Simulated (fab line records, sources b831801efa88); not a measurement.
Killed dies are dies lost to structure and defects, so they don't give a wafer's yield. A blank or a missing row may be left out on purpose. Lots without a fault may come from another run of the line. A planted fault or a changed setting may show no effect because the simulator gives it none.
Chamber matching | flow gf180mcu | GF_V1_CMP_04 on cmp-01: 4 sister chambers
The step polishes SiO2. 18 wafers are shown with their chamber, then 9 later ones without.

WAFERS WITH THEIR CHAMBER
wafer  | chamber | motor_current_A (A) | time_to_endpoint_s (s) | head_pressure_psi (psi)
L586.1 | 2       | 11.3                | 84                     | 3.996
L586.4 | 1       | 13.9                | 93                     | 3.980
L586.6 | 1       | 12.8                | 91                     | 3.997
L587.3 | 3       | 10.4                | 85                     | 4.008
L587.4 | 1       | 13.5                | 88                     | 3.990
L587.6 | 2       | 11.5                | 87                     | 4.009
L591.3 | 1       | 13.9                | 85                     | 3.983
L591.5 | 3       | 10.3                | 86                     | 4.009
L591.6 | 2       | 10.8                | 86                     | 3.992
L592.2 | 3       | 10.1                | 77                     | 4.002
L592.4 | 1       | 13.5                | 96                     | 4.003
L592.6 | 3       | 10.3                | 91                     | 3.990
L593.1 | 3       | 10.2                | 81                     | 4.004
L593.4 | 2       | 11.5                | 84                     | 3.997
L593.6 | 0       | 12.8                | 77                     | 4.030
L596.1 | 0       | 12.4                | 82                     | 4.013
L596.3 | 2       | 11.8                | 85                     | 4.016
L596.6 | 0       | 12.4                | 84                     | 3.985

SIGNATURES (means of the wafers above)
reading            | chamber 0 | chamber 1 | chamber 2 | chamber 3 | scatter within a chamber
motor_current_A    | 12.533    | 13.520    | 11.380    | 10.260    | 0.329
time_to_endpoint_s | 81.00     | 90.60     | 85.20     | 84.00     | 3.95
head_pressure_psi  | 4.00933   | 3.99060   | 4.00200   | 4.00260   | 0.0121
Rule: a wafer's distance from a chamber is the root of the sum, over the readings, of the square of ((its reading less the chamber's mean) divided by the reading's scatter). The wafer belongs to the nearest chamber; if the next one is less than 2 further off, it can't be placed. The scatter: the root of (the sum of the squares of (reading less its chamber's mean) over the shown wafers, divided by (wafers less chambers)).

WAFERS WITHOUT THEIR CHAMBER
wafer  | motor_current_A (A) | time_to_endpoint_s (s) | head_pressure_psi (psi)
L600.1 | 13.1                | 83                     | 4.001
L600.4 | 10.8                | 95                     | 4.004
L600.6 | 12.0                | 87                     | 3.997
L606.2 | 11.4                | 85                     | 4.017
L606.3 | 9.7                 | 78                     | 4.001
L607.2 | 10.3                | 79                     | 4.010
L607.6 | 10.2                | 84                     | 4.018
L609.3 | 11.2                | 80                     | 4.002
L609.4 | 13.7                | 88                     | 4.001

WHICH CHAMBER EACH WENT THROUGH
wafer  | from the rows above     | in truth
L600.1 | can't be placed: 0 or 1 | 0
L600.4 | can't be placed: 2 or 3 | 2
L600.6 | can't be placed: 2 or 0 | 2
L606.2 | 2                       | 2
L606.3 | 3                       | 3
L607.2 | 3                       | 3
L607.6 | 3                       | 3
L609.3 | can't be placed: 2 or 3 | 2
L609.4 | 1                       | 1
Placed correctly: 5 of 9. Can't be placed from these rows: 4 (the true chamber is among the candidates in 4). Placed wrongly: 0.
